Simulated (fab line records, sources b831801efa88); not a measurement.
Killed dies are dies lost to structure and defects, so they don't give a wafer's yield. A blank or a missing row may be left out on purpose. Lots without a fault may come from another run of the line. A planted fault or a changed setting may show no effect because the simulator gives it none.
Chamber matching | flow sky130 | SKY_LI_CONTACT_CMP_02 on cmp-01: 4 sister chambers
The step polishes PSG. 4 wafers are shown with their chamber, then 12 later ones without.

WAFERS WITH THEIR CHAMBER
wafer  | chamber | motor_current_A (A)
L089.5 | 0       | 10.9
L089.6 | 1       | 12.5
L090.5 | 2       | 12.0
L090.6 | 3       | 11.3

WAFERS WITHOUT THEIR CHAMBER
wafer  | motor_current_A (A)
L092.2 | 10.8
L092.3 | 12.6
L092.4 | 10.7
L092.1 | 12.7
L092.5 | 12.5
L092.6 | 12.7
L093.2 | 11.4
L093.3 | 13.3
L093.5 | 11.6
L093.1 | 10.9
L093.4 | 11.0
L093.6 | 13.1

WHICH CHAMBER EACH WENT THROUGH
wafer  | from the rows above               | in truth
L092.2 | can't be placed: 0 or 3           | 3
L092.3 | can't be placed: 1 or 2           | 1
L092.4 | can't be placed: 0 or 3           | 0
L092.1 | can't be placed: 1 or 2           | 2
L092.5 | can't be placed: 1 or 2           | 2
L092.6 | can't be placed: 1 or 2           | 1
L093.2 | can't be placed: 3 or 0 or 2      | 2
L093.3 | can't be placed: 1 or 2           | 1
L093.5 | can't be placed: 3 or 2 or 0 or 1 | 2
L093.1 | can't be placed: 0 or 3           | 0
L093.4 | can't be placed: 0 or 3           | 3
L093.6 | can't be placed: 1 or 2           | 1
Placed correctly: 0 of 12. Can't be placed from these rows: 12 (the true chamber is among the candidates in 12). Placed wrongly: 0.
How it was worked out, from the rows above alone: a wafer's distance from a chamber is the root of the sum, over the readings, of the square of ((its reading less the chamber's mean) divided by the reading's scatter). The wafer belongs to the nearest chamber; if the next one is less than 2 further off, it can't be placed. A chamber's mean is the mean of its shown wafers. The scatter: with one shown wafer a chamber, the root of the mean of the squares of how far each hidden wafer lies from its nearest shown one.
